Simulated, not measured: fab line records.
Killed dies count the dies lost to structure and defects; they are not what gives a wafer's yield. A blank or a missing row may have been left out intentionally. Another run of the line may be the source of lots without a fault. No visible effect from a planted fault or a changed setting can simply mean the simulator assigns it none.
Which tool is to blame?	flow gf180mcu	Sampling: 11 lots, 33 wafers, 3 of 602 route steps

== WHAT THE GAUGES SHOWED, per wafer ==
GF_V2_RS_MEAS_24: measures by four-point-probe.
lot	measured	on	V2_W_RS (ohm/sq)
L285	day 20 15:19	film_metro-02	0.328 0.317 0.328
L287	day 21 13:04	film_metro-02	0.326 0.327 0.323
L289	day 22 02:18	film_metro-01	0.324 0.320 0.323
L293	day 23 11:31	film_metro-02	0.327 0.448 0.326
L294	day 23 18:59	film_metro-03	0.320 0.438 0.325
L301	day 26 21:31	film_metro-03	0.323 0.329 0.320
L302	day 27 07:20	film_metro-03	0.328 0.329 0.327
L303	day 27 08:01	film_metro-02	0.333 0.322 0.332
L305	day 27 17:30	film_metro-03	0.328 0.327 0.324
L304	day 28 02:15	film_metro-01	0.333 0.329 0.331
L307	day 28 11:37	film_metro-01	0.328 0.330 0.334

== WHAT TOOL EACH LOT RAN ON (gives the tool, then ch and the chambers of the sampled wafers, and finally the start) ==
lot	GF_M2_SPUTTER_02	GF_V2_CVD_23
L285	pvd_sputter-04, day 18 14:08	cvd_w-01 ch 0,1, day 20 15:10
L287	pvd_sputter-01, day 19 10:19	cvd_w-01 ch 0,1, day 21 12:57
L289	pvd_sputter-03, day 20 00:55	cvd_w-01 ch 0,1, day 22 02:10
L293	pvd_sputter-03, day 21 10:29	cvd_w-01 ch 1, day 23 11:23
L294	pvd_sputter-03, day 21 18:23	cvd_w-01 ch 0,1, day 23 18:50
L301	pvd_sputter-03, day 25 01:00	cvd_w-01 ch 0,1, day 26 21:25
L302	pvd_sputter-01, day 25 10:46	cvd_w-02 ch 0,1, day 27 07:13
L303	pvd_sputter-04, day 25 11:04	cvd_w-01 ch 0,1, day 27 07:54
L305	pvd_sputter-04, day 25 22:06	cvd_w-01 ch 1, day 27 17:22
L304	pvd_sputter-03, day 26 05:41	cvd_w-02 ch 0,1, day 28 02:07
L307	pvd_sputter-04, day 26 17:29	cvd_w-02 ch 0,1, day 28 11:31
- GF_M2_SPUTTER_02: material AlCu, target thk 450 nm, time 23.9 s.
- GF_V2_CVD_23: deposits W, target thk 350 nm, time 104.94 s.

== THE ANSWER, worked out from the rows above alone ==
Rule: the usual values come from the lots themselves. The widest of any qualifying gaps counts: lots, ordered by their means at a reading, are off when they make up no more than a third of the lots, leave a main group of 4 or more, and stand apart from it by 3 or more times the standard deviation of that group's means. A main group is skipped when, at the precision printed for the reading in the tables above, its means are all equal. A lot without any number at a reading at which 4 lots or more have one is off too. All remaining lots with rows at the step are treated as sound.
Off: at GF_V2_RS_MEAS_24 (V2_W_RS), L293, L294. For the main group the mean is 0.327 ohm/sq and the standard deviation 0.0029.
A tool fits if, at a process step before that reading, it ran every lot that is off, and no sound lot after the first of them. Those tools and the gauges at GF_V2_RS_MEAS_24 are tried in the same way. None of those tried fits.

== WHAT WAS PUT IN BY THE SIMULATOR ==
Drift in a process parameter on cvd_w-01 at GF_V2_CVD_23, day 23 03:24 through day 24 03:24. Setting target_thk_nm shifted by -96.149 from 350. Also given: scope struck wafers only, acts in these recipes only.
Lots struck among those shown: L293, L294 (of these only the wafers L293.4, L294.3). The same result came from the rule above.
